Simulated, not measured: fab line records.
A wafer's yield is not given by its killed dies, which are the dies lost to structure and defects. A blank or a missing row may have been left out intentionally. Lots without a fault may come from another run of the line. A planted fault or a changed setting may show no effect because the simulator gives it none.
Comparing a struck lot with a sound one    flow sky130    24 steps out of a route of 708
Sound: the wafers L878.1, L878.3, L878.6. Struck: wafers L891.3, L891.5, L891.6. The cause is given at the end.
At each step with rows: each side's tool, then ch and its chambers, then its first start. Under that, the readings that differ: sound wafers    struck wafers    difference of the means    sigmas: that difference in standard deviations of wafers without a fault.
alike: readings whose means differ by less than 2 such deviations, and words and numbers that are the same on both sides. not compared: withheld readings, readings that some wafer has no value for, bounds like >300 that may hide the same value, and numbers for which the record gives no deviation and whose values overlap.
Wherever a step has rows on one side only, a row that says differs or no value, or a row with sigmas, the two part there. Numbers that don't overlap but have no deviation are shown without sigmas and don't part them. Lack of a reading on every wafer of one side parts them only where that side has two or more wafers.

SKY_VIA1_THK_MEAS_23: measures by xrf.
  sound on filmMetro-04 at day 33 22:43; struck on filmMetro-03 at day 38 11:00
  alike: VIA1_W_THK
SKY_VIA1_CMP_24: polishes, stops on SiO2, t overpolish 15 s, target thk 0 nm.
  sound on cmp-02 ch 0,1,3, day 33 22:49; struck on cmp-01 ch 1,2,3, day 38 11:17
  alike: motorCurrentA, overpolishRunS, timeToEndpointS
then, 1 step without rows for these wafers: SKY_METAL2_SPUTTER_00 (material Ti, target thk 15 nm, time 10 s).
SKY_METAL2_SPUTTER_01: material TiN, target thk 20 nm, time 16.7 s.
  sound on pvdSputter-02 at day 33 23:05; struck on pvdSputter-04 at day 38 11:28
  alike: throttleValvePct
SKY_METAL2_SPUTTER_02: material AlCu, target thk 250 nm, time 13.3 s.
  sound on pvdSputter-02 at day 33 23:07; struck on pvdSputter-04 at day 38 11:29
  alike: throttleValvePct
SKY_METAL2_SPUTTER_03: material Ti, target thk 5 nm, time 3.3 s.
  sound on pvdSputter-02 at day 33 23:08; struck on pvdSputter-04 at day 38 11:31
  alike: throttleValvePct
then, 1 step without rows for these wafers: SKY_METAL2_SPUTTER_04 (material TiN, target thk 70 nm, time 58.3 s).
SKY_METAL2_RS_MEAS_05: the measuring method here is four-point-probe.
  sound on filmMetro-04 at day 33 23:13; struck on filmMetro-03 at day 38 11:37
  alike: METAL2_ALCU_RS
SKY_METAL2_THK_MEAS_06: measures by xrf.
  sound on filmMetro-04 at day 33 23:20; struck on filmMetro-03 at day 38 11:43
  alike: METAL2_ALCU_THK
then, 3 steps without rows for these wafers: SKY_METAL2_DEHYDRATE_07 (time 60 s); SKY_METAL2_HMDS_08 (prime time 60 s); SKY_METAL2_COAT_09 (resist thk 60 nm).
SKY_METAL2_COAT_10: resist thk 450 nm.
  sound on lithoTrack-03 ch 0, day 34 12:00; struck on lithoTrack-02 ch 0, day 39 00:00
reading                                       sound                 struck                difference  sigmas
spinSpeedRpm (rpm)                            2998.0 3000.9 2998.2  3105.8 3106.5 3107.5  +107.6      +67
model.KrF-thick_of_METAL2_COAT_10.thkNm (nm)  450.1 451.6 451.7     443 443.2 442.5       -8          
then, 4 steps without rows for these wafers: SKY_METAL2_SOFTBAKE_11 (time 90 s); SKY_METAL2_EXPOSE_12 (exposes mask MM2, target cd 140 nm); SKY_METAL2_PEB_13; SKY_METAL2_DEVELOP_14 (develop time 60 s).
SKY_METAL2_CD_MEAS_15 targets a cd of 140 nm.
  sound on cdSem-01 at day 35 02:09; struck on cdSem-01 at day 39 12:57
  alike: cdNm
SKY_METAL2_OVL_MEAS_16:
  sound on overlay-02 at day 35 02:16; struck on overlay-01 at day 39 13:02
  alike: METAL2_OVL
then, 1 step without rows for these wafers: SKY_METAL2_DESCUM_17 (chemistry O2, time 8 s).
SKY_METAL2_ETCH_18: etches BARC in N2/H2, stops on SiO2, time 45.9 s, target depth 60 nm.
  sound on rieMetal-02 ch 0,1, day 35 02:20; struck on rieMetal-01 ch 0,1, day 39 13:07
reading                   sound        struck       difference  sigmas
drypumpMotorCurrentA (A)  6.0 6.4 6.0  4.9 5.3 4.9  -1.1        -2
  alike: oesProductAu, rfFwdPowerW, throttleValvePct
  not compared: rfHoursCounterH
SKY_METAL2_METAL_ETCH_19: etches the open film in Cl2/BCl3, stops on SiO2, target depth 360 nm, time 78 s.
  sound on rieMetal-02 ch 0,1, day 35 02:24; struck on rieMetal-01 ch 0,1, day 39 13:11
reading                                       sound              struck             difference  sigmas
drypumpMotorCurrentA (A)                      6.0 6.3 6.0        4.9 5.2 4.9        -1.1        -2
model.KrF-thick_of_METAL2_COAT_10.thkNm (nm)  157.2 166.2 158.6  155.5 148.7 154.1  -7.9        
  alike: oesProductAu, rfFwdPowerW, throttleValvePct
  not compared: rfHoursCounterH
then, 1 step without rows for these wafers: SKY_METAL2_STRIP_20 (strips in O2/N2).
-- the record jumps here: 10 days lie between the struck wafers' starts before and after (it left off in module METAL2 and takes up again in module PAD_OPEN, whose first step shown is number 708 of the route) --
SKY_PAD_OPEN_PROBE_99:
  the record has rows for the struck wafers here (prober-02, day 49 09:01) and none for the sound ones

== WHERE THEY PART ==
First at SKY_METAL2_COAT_10; last, within this record, at SKY_PAD_OPEN_PROBE_99.

WHY: the cause the simulator had injected
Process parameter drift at SKY_METAL2_COAT_10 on lithoTrack-02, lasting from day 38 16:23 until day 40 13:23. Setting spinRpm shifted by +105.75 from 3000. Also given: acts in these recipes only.
